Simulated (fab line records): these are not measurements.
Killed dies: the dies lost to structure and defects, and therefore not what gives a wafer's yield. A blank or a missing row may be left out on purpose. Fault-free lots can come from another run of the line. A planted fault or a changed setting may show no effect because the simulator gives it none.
Matching of chambers | flow gf180mcu | 4 sister chambers for GF_SAB_ETCH_11 on rieDiel-04
The step etches SiO2 in C4F8/O2/Ar, target depth 55 nm, time 8.5 s. 14 wafers are shown with their chamber, then 7 later ones without.

## WAFERS PAIRED WITH THEIR CHAMBERS
wafer  | chamber | oesProductAu (a.u.)
L861.2 | 3       | 0.990
L861.4 | 1       | 0.994
L861.6 | 3       | 0.988
L863.2 | 1       | 0.996
L863.5 | 0       | 1.009
L863.6 | 1       | 0.985
L865.1 | 0       | 1.008
L865.2 | 1       | 0.986
L865.5 | 1       | 0.995
L867.1 | 1       | 0.992
L867.2 | 3       | 0.990
L867.6 | 2       | 0.980
L868.1 | 3       | 1.000
L868.4 | 0       | 1.016

SIGNATURES, as means of the wafers listed above
reading      | chamber 0 | chamber 1 | chamber 2 | chamber 3 | scatter within a chamber
oesProductAu | 1.01100   | 0.99133   | 0.98000   | 0.99200   | 0.00487
Rule: a wafer's distance from a chamber is the root of the sum, over the readings, of the square of ((its reading less the chamber's mean) divided by the reading's scatter). If the next closest chamber is less than 2 further off than the closest, the wafer can't be placed; otherwise it belongs to the closest. How the scatter is found: for the shown wafers, subtract from each reading the mean of its chamber, square and add these, divide the total by (wafers less chambers), then take the root.

## WAFERS WITH NO CHAMBER GIVEN
wafer  | oesProductAu (a.u.)
L868.6 | 1.011
L869.3 | 0.980
L869.4 | 0.998
L869.5 | 0.999
L870.1 | 1.000
L870.2 | 0.992
L870.5 | 0.996

## EACH ONE'S CHAMBER
wafer  | from the rows above          | in truth
L868.6 | 0                            | 0
L869.3 | 2                            | 2
L869.4 | can't be placed: 3 or 1 or 0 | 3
L869.5 | can't be placed: 3 or 1 or 0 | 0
L870.1 | can't be placed: 3 or 1 or 0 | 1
L870.2 | can't be placed: 3 or 1      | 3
L870.5 | can't be placed: 3 or 1      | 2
Correct placement for 2 of the 7. These rows do not allow placing 5 (true chamber among the candidates in 4). 0 placed wrongly.
